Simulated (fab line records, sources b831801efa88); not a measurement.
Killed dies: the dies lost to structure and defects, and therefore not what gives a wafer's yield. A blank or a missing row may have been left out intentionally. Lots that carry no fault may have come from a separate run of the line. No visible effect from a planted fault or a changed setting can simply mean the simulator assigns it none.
Which of the tools did it? ; flow sky130 ; Sampling: 6 lots, 18 wafers, 2 of 708 route steps

== WHAT EACH GAUGE READ, for each wafer ==
SKY_SD_N_RS_MEAS_16: the measuring method here is four-point-probe.
lot;measured;on;SD_N_RS (ohm/sq)
L373;day 28 21:39;filmMetro-02;68.50 68.33 68.39
L376;day 30 06:15;filmMetro-01;72.66 72.63 72.63
L383;day 32 19:51;filmMetro-03;68.60 68.60 68.58
L388;day 34 06:01;filmMetro-01;68.34 68.48 68.45
L392;day 35 06:23;filmMetro-02;68.45 68.70 68.56
L394;day 35 20:35;filmMetro-02;68.60 68.50 68.46

== EACH LOT AND THE TOOL THAT RAN IT (in order: tool; ch and the chambers of the sampled wafers; start) ==
lot;SKY_SD_N_RTA_14
L373;rtpAnneal-02 ch 0, day 28 21:29
L376;rtpAnneal-01 ch 0, day 30 06:05
L383;rtpAnneal-02 ch 0, day 32 19:41
L388;rtpAnneal-01 ch 0, day 34 05:50
L392;rtpAnneal-01 ch 0, day 35 06:11
L394;rtpAnneal-01 ch 0, day 35 20:25
- SKY_SD_N_RTA_14: time 2 s.

== THE ANSWER, worked out from the rows above alone ==
Rule: usual is defined by the lots themselves. The widest of any qualifying gaps counts: lots, ordered by their means at a reading, are off when they make up no more than a third of the lots, leave a main group of 4 or more, and stand apart from it by 3 or more times the standard deviation of that group's means. Not used: any main group whose means are identical at the precision the tables above print for the reading. A lot without any number at a reading at which 4 lots or more have one is off too. Where the step has rows for the other lots, those lots are counted as sound.
Off: at SKY_SD_N_RS_MEAS_16 (SD_N_RS), L376. Mean 68.50 ohm/sq and standard deviation 0.076 in the main group.
A tool fits if, at a process step before that reading, it ran every lot that is off, and no sound lot after the first of them. Those tools and the gauges at SKY_SD_N_RS_MEAS_16 are tried in the same way. Not one of the candidates tried fits.

== WHAT HAD BEEN PUT IN BY THE SIMULATOR ==
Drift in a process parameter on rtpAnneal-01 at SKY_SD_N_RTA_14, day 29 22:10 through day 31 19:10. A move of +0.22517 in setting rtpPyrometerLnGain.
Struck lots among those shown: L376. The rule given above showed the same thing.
